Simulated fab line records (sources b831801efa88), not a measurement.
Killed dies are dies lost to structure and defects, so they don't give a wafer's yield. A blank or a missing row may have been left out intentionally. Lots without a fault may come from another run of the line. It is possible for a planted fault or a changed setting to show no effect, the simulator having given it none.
Which tool did it? + flow sky130 + 11 lots, 33 wafers sampled, at 3 steps of a route of 708

WHAT THE GAUGES READ, wafer by wafer
SKY_NWELL_TW_MEAS_26.
| lot  | measured     | on            | NWELL_2_TW                    |
|------|--------------|---------------|-------------------------------|
| L361 | day 5 17:11  | film-metro-01 | 497.7 497.9 498.6             |
| L362 | day 5 19:29  | film-metro-01 | 499.7 495.6 499.8             |
| L363 | day 6 03:06  | film-metro-01 | 494.4 493.0 492.8             |
| L365 | day 6 22:48  | film-metro-01 | 29.8 29.8 29.8 29.9 29.8 30.0 |
| L366 | day 6 21:58  | film-metro-03 | 497.4 497.7 497.6             |
| L367 | day 7 06:06  | film-metro-04 | 489.9 492.2 492.6             |
| L375 | day 9 03:09  | film-metro-03 | 501.2 504.0 500.6             |
| L376 | day 9 07:43  | film-metro-04 | 496.4 493.2 496.2             |
| L378 | day 9 19:04  | film-metro-01 | 496.9 497.9 498.1             |
| L381 | day 10 13:48 | film-metro-03 | 495.7 491.4 493.9             |
| L382 | day 10 17:45 | film-metro-01 | 496.8 495.2 498.9             |

EACH LOT AND THE TOOL THAT RAN IT (in order: tool; ch and the chambers of the sampled wafers; start)
| lot  | SKY_NWELL_STRIP_14                  | SKY_NWELL_STRIP_25                   |
|------|-------------------------------------|--------------------------------------|
| L361 | plasma-asher-04 ch 0,1, day 4 22:50 | plasma-asher-02 ch 0,1, day 5 17:07  |
| L362 | plasma-asher-02 ch 0,1, day 5 00:37 | plasma-asher-01 ch 1, day 5 19:22    |
| L363 | plasma-asher-04 ch 0,1, day 5 07:46 | plasma-asher-02 ch 1, day 6 03:00    |
| L365 | plasma-asher-04 ch 0,1, day 6 03:43 | plasma-asher-04 ch 0,1, day 6 22:42  |
| L366 | plasma-asher-01 ch 0,1, day 6 02:57 | plasma-asher-04 ch 0,1, day 6 21:52  |
| L367 | plasma-asher-02 ch 0,1, day 6 11:37 | plasma-asher-04 ch 0,1, day 7 06:00  |
| L375 | plasma-asher-01 ch 0,1, day 8 06:30 | plasma-asher-02 ch 0,1, day 9 03:03  |
| L376 | plasma-asher-01 ch 0,1, day 8 11:30 | plasma-asher-01 ch 0,1, day 9 07:36  |
| L378 | plasma-asher-02 ch 0,1, day 8 22:04 | plasma-asher-02 ch 0,1, day 9 18:57  |
| L381 | plasma-asher-04 ch 0,1, day 9 15:55 | plasma-asher-02 ch 0,1, day 10 13:42 |
| L382 | plasma-asher-04 ch 0,1, day 9 19:06 | plasma-asher-02 ch 0,1, day 10 17:39 |
- SKY_NWELL_STRIP_14: strips in O2/N2.
- SKY_NWELL_STRIP_25: strips in O2/N2.

THE ANSWER, worked out from the rows above alone
Rule: the lots themselves supply what counts as usual. Put in order of their means at a reading, lots are off if they are a third of the lots or fewer, leave a main group of 4 or more, and stand apart from it by a gap of 3 or more times the standard deviation of the main group's means; of several such gaps the widest counts. Not used: any main group whose means are identical at the precision the tables above print for the reading. A lot without any number at a reading at which 4 lots or more have one is off too. The other lots that the step has rows for count as sound.
Off: L365, at SKY_NWELL_TW_MEAS_26 (NWELL_2_TW). Mean 496.4 and standard deviation 2.9 in the main group.
A tool fits if, at a process step before that reading, it ran every lot that is off, and no sound lot after the first of them. The gauges at SKY_NWELL_TW_MEAS_26 are tried like those tools. No candidate that was tried fits.

WHAT THE SIMULATOR PUT IN
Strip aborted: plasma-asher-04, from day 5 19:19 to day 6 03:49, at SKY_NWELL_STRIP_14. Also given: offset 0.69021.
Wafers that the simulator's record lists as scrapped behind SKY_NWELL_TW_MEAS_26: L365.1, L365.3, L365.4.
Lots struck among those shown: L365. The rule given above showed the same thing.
